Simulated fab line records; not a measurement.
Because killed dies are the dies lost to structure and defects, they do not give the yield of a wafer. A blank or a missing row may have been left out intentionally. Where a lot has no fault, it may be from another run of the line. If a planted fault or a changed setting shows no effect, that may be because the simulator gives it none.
fab line records | flow gf180mcu
record: lots: 24 wafers: 72 last-day: 34
route steps=602 shown V1@339 M3@413 MIM@504 V5@544 PASSIVATION@599
lots untouched by any fault: they come from a run of this same line in which no faults occurred
start-h: hours from the record's opening day to when the first of the lot's shown wafers began | wait-h: hours since the lot's step before | " as in the row above | L1.1+2: a single row standing in for several wafers | - no value, or no start was given | * or withheld: withheld | < > ~ a bound
route shown NAME@n: a module of which the file shows steps, and the number in the route of the first | usual: mean/standard deviation of fault-free wafers | same: alike in all rows | chamber/n: place in a boat | sites: the reading at each site | _std_site: standard deviation across them | _edge_site: mean of outer sites minus mean of inner sites | radius-mm: for every site, how far away it sits from the centre of the wafer | mask NAME#n: copy n | behind: the tool/chamber that last shaped the wafer | hold: reason for holding the lot/hours on hold/outcome of the hold | device: transistor that didn't switch, given as n, p or np | end of line: the same wafers' tests at the end of the route | a step with no rows: only its recipe | killed: dies lost to structure and defects at the first sort, not the wafer's yield | map: a wafer's dies, marking killed ones x, the rest . and places with no die _
set.NAME: the setting the step ran with; set.NAME@STEP: the setting that earlier step ran with | model.NAME: the simulator's own value behind a step, which no gauge read
steps of the route over a sample of lots; a table a step, a row a wafer
services: the hour from which a tool's chamber was out of use, counted from the record's first day as start-h (under 0 if before that day), plus the number of hours and why
== steps ==
step: GF_V1_CMP_04
recipe: material: SiO2 down-force-psi: 4 platen-rpm: 60 pad-velocity-m-s: 0.94248
usual: motor-current-A: 12.4/1.5 slurry-flow-ml-min: 149.9/0.47 time-to-endpoint-s: 82/4.7
columns lot.wafer tool chamber start-h wait-h motor-current-A slurry-flow-ml-min time-to-endpoint-s
L074.1 cmp-02 2 385.16 0.3 15.8 149.5 74
L074.4 " 3 " " 12.6 149.7 80
L074.6 " 1 " " 10.4 150.3 78
L075.1 cmp-02 3 390.60 0.1 11.5 150.0 73
L075.2 " 2 " " 14.3 150.3 73
L075.6 " 3 " " 12.4 149.6 75
L076.2 cmp-01 1 404.65 0.0 12.4 149.9 81
L076.4 " 2 " " 12.5 150.2 86
L076.1 " 0 " " 11.1 149.9 84
L077.2 cmp-02 1 416.37 0.1 10.4 150.1 82
L077.5 " 3 " " 11.9 149.6 85
L077.6 " 0 " " 13.7 150.0 82
L078.1 cmp-02 1 427.97 0.1 10.4 150.0 74
L078.2 " 2 " " 13.9 149.7 80
L078.3 " 0 " " 13.3 150.2 72
L079.4 cmp-01 2 433.84 0.0 12.1 148.5 83
L079.2 " 0 " " 10.1 150.0 75
L079.5 " 2 " " 12.0 150.4 81
L081.1 cmp-01 1 453.62 0.1 13.1 150.1 86
L081.3 " 2 " " 12.8 149.9 80
L081.2 " 3 " " 12.0 149.9 82
L080.4 cmp-01 2 454.92 0.1 12.8 149.6 74
L080.1 " 3 " " 12.2 150.0 79
L080.6 " 0 " " 9.7 149.4 75
L082.2 cmp-01 2 464.31 0.1 12.4 149.9 81
L082.4 " 3 " " 12.6 150.1 84
L082.5 " 1 " " 12.1 150.2 87
L083.2 cmp-01 2 470.90 0.0 12.9 150.3 76
L083.4 " 3 " " 12.5 149.7 83
L083.3 " 1 " " 13.0 149.6 77
L084.4 cmp-01 3 483.41 0.1 12.5 149.2 86
L084.1 " 0 " " 11.0 149.8 84
L084.2 " 1 " " 12.9 149.5 81
L085.3 cmp-02 3 489.20 0.0 12.0 149.3 79
L085.2 " 2 " " 14.8 149.6 78
L085.5 " 3 " " 12.3 150.4 86
L086.3 cmp-02 2 495.37 0.1 15.0 149.6 78
L086.6 " 1 " " 10.4 149.6 88
L086.5 " 2 " " 14.9 149.2 87
L087.4 cmp-02 1 509.17 0.0 10.6 151.3 81
L087.3 " 3 " " 12.5 149.8 77
L087.6 " 2 " " 14.9 149.8 84
L088.2 cmp-01 1 512.60 0.0 11.8 150.5 75
L088.4 " 3 " " 12.2 149.6 85
L088.5 " 1 " " 12.7 149.5 83
L089.1 cmp-02 3 522.60 0.1 12.0 149.8 83
L089.4 " 0 " " 13.2 149.8 83
L089.5 " 2 " " 14.3 149.9 83
L090.1 cmp-01 1 529.52 0.1 13.1 150.5 82
L090.4 " 2 " " 13.0 149.8 89
L090.6 " 2 " " 12.8 149.3 83
L091.2 cmp-01 3 536.07 0.1 12.3 150.0 82
L091.3 " 1 " " 12.2 151.2 81
L091.6 " 3 " " 12.1 149.9 87
L092.2 cmp-02 2 542.67 0.2 14.8 149.8 76
L092.5 " 3 " " 12.4 150.6 75
L092.6 " 0 " " 14.4 150.0 75
L093.3 cmp-02 2 549.35 0.1 15.0 150.3 78
L093.4 " 3 " " 12.2 149.5 82
L093.2 " 0 " " 14.6 151.0 85
L094.4 cmp-01 1 559.04 0.2 12.6 150.5 83
L094.5 " 2 " " 12.3 149.9 83
L094.6 " 3 " " 12.1 150.0 89
L095.1 cmp-02 0 569.93 0.1 14.6 149.9 81
L095.6 " 0 " " 14.8 150.3 85
L095.5 " 1 " " 10.5 149.8 92
L096.2 cmp-01 2 576.50 0.1 12.4 149.9 79
L096.3 " 3 " " 12.7 149.6 82
L096.5 " 0 " " 10.1 149.7 89
L097.1 cmp-01 1 580.45 0.1 12.5 150.3 85
L097.6 " 0 " " 10.3 150.0 91
L097.5 " 1 " " 12.6 150.5 92
step: GF_M3_SPUTTER_04
recipe: material: TiN target-thk-nm: 50 power-w: 6500 time-s: 41.7 chamber-pressure-pa: 0.4
usual: throttle-valve-pct: 29.5/0.8
columns lot.wafer tool chamber start-h wait-h throttle-valve-pct
L074.1 pvd-sputter-02 - 462.02 0.0 28.6
L074.4 " - " " 30.0
L074.6 " - " " 28.7
L075.1 pvd-sputter-02 - 467.12 0.0 30.1
L075.2 " - " " 28.7
L075.6 " - " " 28.7
L076.1 pvd-sputter-02 - 482.89 0.0 28.6
L076.2 " - " " 30.0
L076.4 " - " " 29.3
L077.2 pvd-sputter-01 - 495.13 0.0 28.7
L077.5 " - " " 29.8
L077.6 " - " " 28.8
L078.1 pvd-sputter-02 - 505.64 0.0 28.6
L078.2 " - " " 29.9
L078.3 " - " " 28.5
L079.2 pvd-sputter-01 - 511.71 0.0 30.6
L079.4 " - " " 29.4
L079.5 " - " " 29.4
L081.1 pvd-sputter-01 - 529.08 0.0 28.6
L081.2 " - " " 29.7
L081.3 " - " " 29.4
L080.1 pvd-sputter-01 - 531.08 0.0 28.7
L080.4 " - " " 30.3
L080.6 " - " " 30.7
L082.2 pvd-sputter-01 - 540.33 0.0 28.7
L082.4 " - " " 28.4
L082.5 " - " " 29.5
L083.2 pvd-sputter-02 - 546.44 0.0 30.2
L083.3 " - " " 29.0
L083.4 " - " " 28.8
L084.1 pvd-sputter-03 - 558.40 0.0 29.9
L084.2 " - " " 30.0
L084.4 " - " " 32.1
L085.2 pvd-sputter-02 - 562.97 0.0 29.5
L085.3 " - " " 28.6
L085.5 " - " " 28.7
L086.3 pvd-sputter-02 - 569.08 0.0 28.7
L086.5 " - " " 29.3
L086.6 " - " " 28.8
L087.3 pvd-sputter-02 - 581.98 0.0 29.0
L087.4 " - " " 28.9
L087.6 " - " " 29.1
L088.2 pvd-sputter-01 - 585.21 0.0 30.6
L088.4 " - " " 28.8
L088.5 " - " " 28.8
L089.1 pvd-sputter-02 - 592.68 0.0 28.9
L089.4 " - " " 30.0
L089.5 " - " " 29.7
L090.1 pvd-sputter-01 - 601.74 0.0 29.6
L090.4 " - " " 30.4
L090.6 " - " " 29.6
L091.2 pvd-sputter-03 - 606.13 0.0 30.0
L091.3 " - " " 31.7
L091.6 " - " " 31.9
L092.2 pvd-sputter-02 - 612.67 0.0 28.7
L092.5 " - " " 29.6
L092.6 " - " " 28.6
L093.2 pvd-sputter-02 - 617.91 0.0 28.9
L093.3 " - " " 29.5
L093.4 " - " " 29.9
L094.4 pvd-sputter-02 - 627.81 0.0 29.9
L094.5 " - " " 30.2
L094.6 " - " " 28.7
L095.1 pvd-sputter-02 - 638.83 0.0 28.8
L095.5 " - " " 28.7
L095.6 " - " " 29.1
L096.2 pvd-sputter-02 - 643.43 0.0 29.4
L096.3 " - " " 30.0
L096.5 " - " " 28.6
L097.1 pvd-sputter-03 - 646.43 0.0 30.1
L097.5 " - " " 29.9
L097.6 " - " " 31.8
step: GF_M3_METAL_ETCH_16
recipe: chemistry: Cl2/BCl3 mask-material: KrF target-depth-nm: 750.8 stop-on: SiO2 pressure-mtorr: 8 icp-w: 800 bias-w: 140 Cl2_flow_sccm: 80 bcl3-flow-sccm: 40 time-s: 125.1
usual: drypump-motor-current-A: 5.8/0.46 oes-product-au: 0.988/0.0059 throttle-valve-pct: 28.232/0.0094
columns lot.wafer tool chamber start-h wait-h drypump-motor-current-A oes-product-au rf-hours-counter-h throttle-valve-pct
L074.1 rie-metal-03 0 486.49 0.0 5.4 0.989 3 28.226
L074.4 " 1 " " 5.9 0.987 - 28.235
L074.6 " 0 " " 5.4 0.989 - 28.241
L075.1 rie-metal-02 1 491.04 0.0 6.1 0.994 11 28.233
L075.2 " 1 " " 6.1 1.000 - 28.227
L075.6 " 1 " " 6.1 1.000 - 28.221
L076.1 rie-metal-03 1 505.94 0.0 5.9 0.988 2 28.238
L076.2 " 0 " " 5.4 0.984 3 28.227
L076.4 " 0 " " 5.4 0.982 - 28.236
L077.2 rie-metal-04 1 518.24 0.0 6.6 0.995 9 28.224
L077.5 " 1 " " 6.6 1.001 - 28.222
L077.6 " 0 " " 5.6 0.988 - 28.236
L078.1 rie-metal-03 0 528.74 0.0 5.4 0.994 4 28.218
L078.2 " 1 " " 5.9 0.997 2 28.217
L078.3 " 0 " " 5.4 0.985 - 28.225
L079.2 rie-metal-02 1 534.74 0.0 6.1 0.984 12 28.241
L079.4 " 0 " " 5.1 0.990 - 28.219
L079.5 " 1 " " 6.1 0.984 - 28.234
L081.1 rie-metal-03 0 551.94 0.0 5.5 0.986 5 28.231
L081.2 " 1 " " 5.9 0.981 3 28.232
L081.3 " 1 " " 5.9 0.985 - 28.232
L080.1 rie-metal-02 1 553.74 0.0 6.1 0.985 13 28.238
L080.4 " 0 " " 5.1 0.988 - 28.230
L080.6 " 1 " " 6.1 0.988 - 28.233
L082.2 rie-metal-02 1 562.99 0.0 6.1 0.989 13 28.249
L082.4 " 1 " " 6.1 0.989 - 28.226
L082.5 " 1 " " 6.1 0.988 - 28.229
L083.2 rie-metal-04 0 567.79 0.1 5.7 0.988 - 28.240
L083.3 " 0 " " 5.7 0.988 - 28.229
L083.4 " 0 " " 5.7 0.978 - 28.239
L084.1 rie-metal-04 1 580.79 0.0 6.6 0.990 10 28.242
L084.2 " 0 " " 5.7 0.980 11 28.259
L084.4 " 1 " " 6.6 0.989 - 28.240
L085.2 rie-metal-03 0 584.54 0.0 5.4 0.990 6 28.242
L085.3 " 1 " " 5.9 0.988 - 28.230
L085.5 " 1 " " 5.9 0.996 - 28.235
L086.3 rie-metal-04 1 590.23 0.1 6.6 0.997 - 28.235
L086.5 " 0 " " 5.7 0.982 - 28.229
L086.6 " 1 " " 6.6 0.986 - 28.224
L087.3 rie-metal-02 0 603.08 0.1 5.1 0.988 - 28.218
L087.4 " 1 " " 6.1 0.984 - 28.229
L087.6 " 0 " " 5.1 0.997 - 28.228
L088.2 rie-metal-02 0 606.89 0.0 5.1 0.987 4 28.215
L088.4 " 0 " " 5.1 0.994 - 28.228
L088.5 " 1 " " 6.1 0.984 - 28.227
L089.1 rie-metal-02 1 613.43 0.0 6.1 0.987 0 28.232
L089.4 " 1 " " 6.1 0.982 - 28.223
L089.5 " 1 " " 6.1 0.988 - 28.230
L090.1 rie-metal-03 0 623.09 0.0 5.4 0.990 7 28.243
L090.4 " 0 " " 5.4 0.982 - 28.240
L090.6 " 1 " " 5.9 0.986 - 28.227
L091.2 rie-metal-04 0 626.69 0.0 5.7 0.983 12 28.233
L091.3 " 0 " " 5.7 0.990 - 28.217
L091.6 " 0 " " 5.7 0.981 - 28.243
L092.2 rie-metal-02 0 633.64 0.0 5.1 1.000 5 28.237
L092.5 " 1 " " 6.1 0.988 - 28.246
L092.6 " 0 " " 5.1 0.994 - 28.242
L093.2 rie-metal-03 1 638.74 0.0 5.9 0.990 6 28.238
L093.3 " 1 " " 5.9 0.976 - 28.244
L093.4 " 0 " " 5.5 0.984 - 28.222
L094.4 rie-metal-04 0 647.97 0.1 5.7 0.978 - 28.236
L094.5 " 0 " " 5.7 0.993 - 28.234
L094.6 " 1 " " 6.5 0.997 - 28.241
L095.1 rie-metal-04 0 658.49 0.0 5.7 0.981 13 28.228
L095.5 " 1 " " 6.6 0.987 - 28.228
L095.6 " 0 " " 5.6 0.974 - 28.239
L096.2 rie-metal-02 1 662.99 0.0 6.1 0.985 2 28.219
L096.3 " 0 " " 5.1 0.989 - 28.241
L096.5 " 1 " " 6.1 0.990 - 28.225
L097.1 rie-metal-04 1 666.34 0.0 6.6 0.983 13 28.227
L097.5 " 1 " " 6.5 0.981 - 28.224
L097.6 " 0 " " 5.7 0.979 - 28.230
step: GF_MIM_SPUTTER_01
recipe: material: TiN target-thk-nm: 30 power-w: 6500 time-s: 25 chamber-pressure-pa: 0.4
usual: throttle-valve-pct: 29.7/0.83
columns lot.wafer tool chamber start-h wait-h throttle-valve-pct
L074.1 pvd-sputter-01 - 560.95 0.1 29.3
L074.4 " - " " 28.6
L074.6 " - " " 29.1
L075.1 pvd-sputter-01 - 565.04 0.1 29.4
L075.2 " - " " 30.5
L075.6 " - " " 28.7
L076.1 pvd-sputter-01 - 578.78 0.1 29.3
L076.2 " - " " 29.8
L076.4 " - " " 28.5
L077.2 pvd-sputter-02 - 590.30 0.1 28.4
L077.5 " - " " 30.2
L077.6 " - " " 29.1
L078.1 pvd-sputter-03 - 600.41 0.1 29.9
L078.2 " - " " 30.3
L078.3 " - " " 31.5
L079.2 pvd-sputter-01 - 605.45 0.1 29.9
L079.4 " - " " 28.6
L079.5 " - " " 29.7
L081.1 pvd-sputter-01 - 621.77 0.1 30.4
L081.2 " - " " 28.6
L081.3 " - " " 29.4
L080.1 pvd-sputter-01 - 625.05 0.1 30.5
L080.4 " - " " 28.7
L080.6 " - " " 29.4
L082.2 pvd-sputter-02 - 632.88 0.1 30.2
L082.4 " - " " 28.6
L082.5 " - " " 29.1
L083.2 pvd-sputter-03 - 636.42 0.1 30.1
L083.3 " - " " 31.7
L083.4 " - " " 31.5
L084.1 pvd-sputter-02 - 648.21 0.1 28.9
L084.2 " - " " 28.8
L084.4 " - " " 29.6
L085.2 pvd-sputter-01 - 651.94 0.1 30.4
L085.3 " - " " 28.7
L085.5 " - " " 30.6
L086.3 pvd-sputter-02 - 656.90 0.1 28.9
L086.5 " - " " 29.4
L086.6 " - " " 28.7
L087.3 pvd-sputter-03 - 669.40 0.1 31.8
L087.4 " - " " 30.2
L087.6 " - " " 30.2
L088.2 pvd-sputter-01 - 673.38 0.1 29.2
L088.4 " - " " 30.6
L088.5 " - " " 30.7
L089.1 pvd-sputter-02 - 678.85 0.1 29.4
L089.4 " - " " 30.0
L089.5 " - " " 28.7
L090.1 pvd-sputter-01 - 688.19 0.1 30.5
L090.4 " - " " 28.7
L090.6 " - " " 29.5
L091.2 pvd-sputter-02 - 690.55 0.1 28.6
L091.3 " - " " 29.2
L091.6 " - " " 28.7
L092.2 pvd-sputter-03 - 698.06 0.1 31.3
L092.5 " - " " 31.7
L092.6 " - " " 29.8
L093.2 pvd-sputter-02 - 702.76 0.1 28.9
L093.3 " - " " 29.4
L093.4 " - " " 30.0
L094.4 pvd-sputter-02 - 711.10 0.1 29.8
L094.5 " - " " 28.7
L094.6 " - " " 29.8
L095.1 pvd-sputter-02 - 720.42 0.1 29.5
L095.5 " - " " 28.8
L095.6 " - " " 30.0
L096.2 pvd-sputter-02 - 724.20 0.1 30.1
L096.3 " - " " 29.3
L096.5 " - " " 28.5
L097.1 pvd-sputter-01 - 727.44 0.1 28.8
L097.5 " - " " 29.3
L097.6 " - " " 29.7
step: GF_V5_CMP_04
recipe: material: SiO2 down-force-psi: 4 platen-rpm: 60 pad-velocity-m-s: 0.94248
usual: motor-current-A: 12.2/1.5 slurry-flow-ml-min: 150.1/0.39
columns lot.wafer tool chamber start-h wait-h motor-current-A slurry-flow-ml-min
L074.1 cmp-02 2 606.05 0.1 14.6 149.8
L074.4 " 3 " " 12.0 149.9
L074.6 " 2 " " 14.8 150.5
L075.1 cmp-02 3 610.08 0.1 11.8 149.5
L075.2 " 1 " " 9.7 150.4
L075.6 " 3 " " 12.6 149.5
L076.1 cmp-01 1 623.16 0.1 12.6 150.1
L076.4 " 2 " " 12.1 150.2
L076.2 " 3 " " 12.5 150.1
L077.2 cmp-01 3 633.88 0.0 12.1 150.1
L077.6 " 3 " " 12.7 150.0
L077.5 " 0 " " 10.1 149.8
L078.3 cmp-02 3 642.80 0.0 12.2 151.0
L078.2 " 0 " " 13.9 150.3
L078.1 " 1 " " 10.4 149.8
L079.4 cmp-01 2 647.95 0.0 13.2 150.0
L079.2 " 0 " " 10.3 149.9
L079.5 " 3 " " 12.4 150.2
L081.3 cmp-01 2 662.95 0.0 12.6 149.4
L081.2 " 3 " " 12.4 149.9
L081.1 " 1 " " 12.2 150.0
L080.1 cmp-01 0 665.32 0.1 10.1 150.3
L080.4 " 2 " " 12.4 150.8
L080.6 " 0 " " 10.2 149.8
L082.2 cmp-01 0 674.21 0.1 10.6 150.3
L082.4 " 1 " " 12.4 150.2
L082.5 " 0 " " 10.3 149.7
L083.2 cmp-01 1 677.80 0.1 11.7 150.1
L083.3 " 2 " " 13.0 150.5
L083.4 " 3 " " 12.0 150.1
L084.4 cmp-01 0 688.62 0.0 10.4 150.0
L084.1 " 1 " " 12.3 149.9
L084.2 " 3 " " 12.4 150.5
L085.2 cmp-02 3 692.36 0.1 11.5 150.0
L085.3 " 0 " " 14.2 149.3
L085.5 " 2 " " 14.7 150.7
L086.3 cmp-01 3 697.59 0.1 12.2 150.2
L086.6 " 1 " " 12.5 150.0
L086.5 " 2 " " 13.1 151.1
L087.4 cmp-02 0 707.18 0.0 13.8 149.7
L087.3 " 2 " " 14.9 149.7
L087.6 " 0 " " 14.6 150.2
L088.4 cmp-01 0 712.53 0.1 10.2 150.7
L088.2 " 2 " " 12.8 149.8
L088.5 " 0 " " 10.7 151.1
L089.1 cmp-01 2 717.10 0.1 12.9 150.1
L089.4 " 1 " " 12.8 150.6
L089.5 " 2 " " 12.2 150.3
L090.4 cmp-02 1 726.00 0.0 10.1 149.9
L090.1 " 2 " " 15.0 149.4
L090.6 " 1 " " 10.4 149.9
L091.2 cmp-01 3 729.20 0.1 11.7 149.3
L091.3 " 1 " " 11.9 150.8
L091.6 " 2 " " 12.9 150.1
L092.2 cmp-02 2 735.75 0.1 14.1 150.3
L092.5 " 0 " " 14.1 150.4
L092.6 " 1 " " 10.2 150.2
L093.2 cmp-02 1 740.35 0.0 9.6 149.8
L093.3 " 3 " " 12.8 149.8
L093.4 " 0 " " 14.7 151.0
L094.4 cmp-01 1 747.64 0.3 12.3 149.7
L094.6 " 3 " " 12.5 149.9
L094.5 " 0 " " 11.2 149.8
L095.1 cmp-02 3 756.72 0.2 12.6 149.9
L095.6 " 0 " " 14.0 150.6
L095.5 " 1 " " 10.0 150.0
L096.2 cmp-02 1 760.29 0.0 10.3 149.6
L096.3 " 2 " " 14.6 150.3
L096.5 " 2 " " 14.2 149.7
L097.1 cmp-02 2 762.45 0.1 14.7 150.1
L097.5 " 1 " " 10.0 149.8
L097.6 " 2 " " 14.7 149.9
step: GF_PASSIVATION_STRIP_12
recipe: chemistry: O2/N2 power-w: 1400 pressure-mtorr: 1500 platen-temp-c: 250 o2-flow-sccm: 3000 n2-flow-sccm: 300 overash-fraction: 0.5
usual: drypump-motor-current-A: 6.39/0.21 heater-power-w: 355/24 o2-flow-sccm: 3000/9.2 oes-product-au: 0.719/0.0047 strip-time-to-endpoint-s: 32.96/0.2
columns lot.wafer tool chamber start-h wait-h drypump-motor-current-A heater-power-w o2-flow-sccm oes-product-au rf-hours-counter-h strip-time-to-endpoint-s
L074.1 plasma-asher-04 1 670.10 0.1 6.32 374 2998 0.715 92 33.33
L074.4 " 0 " " 6.24 363 2998 0.718 - 33.06
L074.6 " 0 " " 6.26 362 3003 0.716 - 33.62
L075.1 plasma-asher-02 1 672.25 0.1 6.62 368 2989 0.721 25 33.24
L075.2 " 0 " " 6.05 312 2991 0.722 25 33.15
L075.6 " 1 " " 6.64 368 3005 0.716 - 33.08
L076.1 plasma-asher-02 0 685.60 0.1 6.05 312 3009 0.722 26 32.75
L076.2 " 1 " " 6.63 361 2986 0.720 26 32.75
L076.4 " 0 " " 6.06 309 2996 0.721 - 32.85
L077.2 plasma-asher-02 1 695.50 0.1 6.64 365 2983 0.719 27 32.85
L077.5 " 0 " " 6.06 315 3000 0.719 - 32.71
L077.6 " 1 " " 6.63 365 2997 0.713 - 32.68
L078.1 plasma-asher-01 1 704.00 0.1 6.47 368 3006 0.714 110 33.19
L078.2 " 0 " " 6.57 354 3001 0.725 110 33.21
L078.3 " 0 " " 6.54 356 3011 0.712 - 33.06
L079.2 plasma-asher-01 0 708.40 0.1 6.56 353 2997 0.707 111 32.86
L079.4 " 0 " " 6.56 349 2988 0.721 - 33.01
L079.5 " 0 " " 6.56 356 2986 0.722 - 32.77
L081.1 plasma-asher-02 0 722.50 0.1 6.06 314 2996 0.716 29 33.20
L081.2 " 1 " " 6.68 361 3001 0.722 29 33.01
L081.3 " 1 " " 6.67 364 3010 0.718 - 32.92
L080.1 plasma-asher-01 0 724.80 0.1 6.56 353 3001 0.711 113 33.10
L080.4 " 0 " " 6.55 354 3005 0.724 - 32.95
L080.6 " 1 " " 6.48 363 3006 0.715 - 33.27
L082.2 plasma-asher-01 1 732.05 0.1 6.54 368 2997 0.719 114 33.03
L082.4 " 1 " " 6.54 372 2985 0.720 - 32.97
L082.5 " 1 " " 6.53 364 2986 0.721 - 32.73
L083.2 plasma-asher-04 0 735.15 0.1 6.28 373 3010 0.729 99 33.04
L083.3 " 0 " " 6.30 355 3000 0.715 - 32.85
L083.4 " 1 " " 6.31 380 2997 0.720 - 32.75
L084.1 plasma-asher-04 1 745.00 0.1 6.35 384 3011 0.721 101 33.01
L084.2 " 0 " " 6.26 359 3020 0.722 101 33.05
L084.4 " 0 " " 6.27 360 3014 0.710 - 32.88
L085.2 plasma-asher-02 0 748.45 0.1 6.05 310 3019 0.715 32 32.66
L085.3 " 0 " " 6.06 312 2997 0.721 - 32.68
L085.5 " 0 " " 6.06 311 3015 0.712 - 32.84
L086.3 plasma-asher-02 1 753.89 0.2 6.68 365 2996 0.714 - 33.00
L086.5 " 1 " " 6.66 368 3015 0.726 - 33.08
L086.6 " 0 " " 6.05 307 3004 0.725 - 33.28
L087.3 plasma-asher-02 1 762.53 0.2 6.67 354 3008 0.715 - 32.82
L087.4 " 0 " " 6.05 314 2992 0.718 - 32.70
L087.6 " 1 " " 6.65 360 3005 0.714 - 32.78
L088.2 plasma-asher-04 0 767.45 0.1 6.29 349 2995 0.713 103 33.12
L088.4 " 0 " " 6.29 365 2996 0.720 - 32.90
L088.5 " 1 " " 6.29 384 3000 0.715 - 32.74
L089.1 plasma-asher-01 1 771.60 0.1 6.51 362 2992 0.730 3 33.15
L089.4 " 0 " " 6.56 350 3012 0.719 - 32.86
L089.5 " 1 " " 6.54 366 3017 0.715 - 33.19
L090.1 plasma-asher-04 0 779.10 0.1 6.30 363 3016 0.725 104 33.08
L090.4 " 1 " " 6.31 386 2995 0.725 - 33.45
L090.6 " 0 " " 6.29 366 3017 0.727 - 33.23
L091.2 plasma-asher-02 0 781.70 0.1 6.07 320 3005 0.715 35 32.67
L091.3 " 1 " " 6.64 366 3005 0.719 - 32.65
L091.6 " 0 " " 6.09 309 2990 0.723 - 32.90
L092.2 plasma-asher-04 0 787.60 0.1 6.28 359 3004 0.721 105 32.88
L092.5 " 0 " " 6.28 360 3018 0.719 - 32.90
L092.6 " 1 " " 6.33 374 3012 0.719 - 32.99
L093.2 plasma-asher-02 0 792.25 0.1 6.04 315 3005 0.720 36 32.86
L093.3 " 1 " " 6.63 360 3010 0.724 - 32.82
L093.4 " 0 " " 6.04 313 2991 0.707 - 32.77
L094.4 plasma-asher-04 1 797.98 0.2 6.33 398 3006 0.713 - 32.97
L094.5 " 0 " " 6.28 367 2997 0.723 - 33.05
L094.6 " 1 " " 6.33 389 3010 0.725 - 32.72
L095.1 plasma-asher-04 0 806.95 0.1 6.32 362 2997 0.720 107 33.01
L095.5 " 1 " " 6.36 383 2985 0.715 - 32.90
L095.6 " 0 " " 6.28 350 2997 0.723 - 32.99
L096.2 plasma-asher-01 1 811.00 0.1 6.51 368 3011 0.721 7 32.94
L096.3 " 0 " " 6.54 348 2994 0.719 - 32.83
L096.5 " 1 " " 6.52 374 3008 0.721 - 32.57
L097.1 plasma-asher-01 0 811.75 0.1 6.56 360 3007 0.719 7 33.23
L097.5 " 1 " " 6.56 378 3009 0.722 - 33.12
L097.6 " 0 " " 6.55 341 3008 0.721 - 33.31
== services ==
columns tool chamber start-h hours kind
cmp-01 - 374.65 1.2 repair
cmp-02 - 380.26 3.6 repair
cmp-02 - 395.39 5.4 pm
cmp-02 - 404.16 4.0 pm
cmp-01 - 412.22 0.5 repair
cmp-02 - 457.24 1.8 repair
cmp-02 - 462.38 3.7 repair
cmp-02 - 468.06 6.8 repair
cmp-02 - 483.38 0.8 repair
cmp-01 - 519.85 3.6 repair
cmp-01 - 547.77 2.0 repair
cmp-02 - 558.68 3.9 repair
cmp-01 - 562.79 9.6 pm
cmp-02 - 579.53 5.9 repair
cmp-01 - 594.33 4.0 pm
cmp-01 - 598.33 15.3 pm
pvd-sputter-02 - 599.30 5.0 repair
cmp-01 - 628.21 0.9 repair
cmp-01 - 634.23 2.9 pm
cmp-01 - 649.20 0.3 repair
cmp-02 - 687.15 1.8 repair
cmp-01 - 757.53 1.3 repair
pvd-sputter-02 - 762.36 4.0 repair
cmp-01 - 773.96 0.6 repair
== key ==
fault none
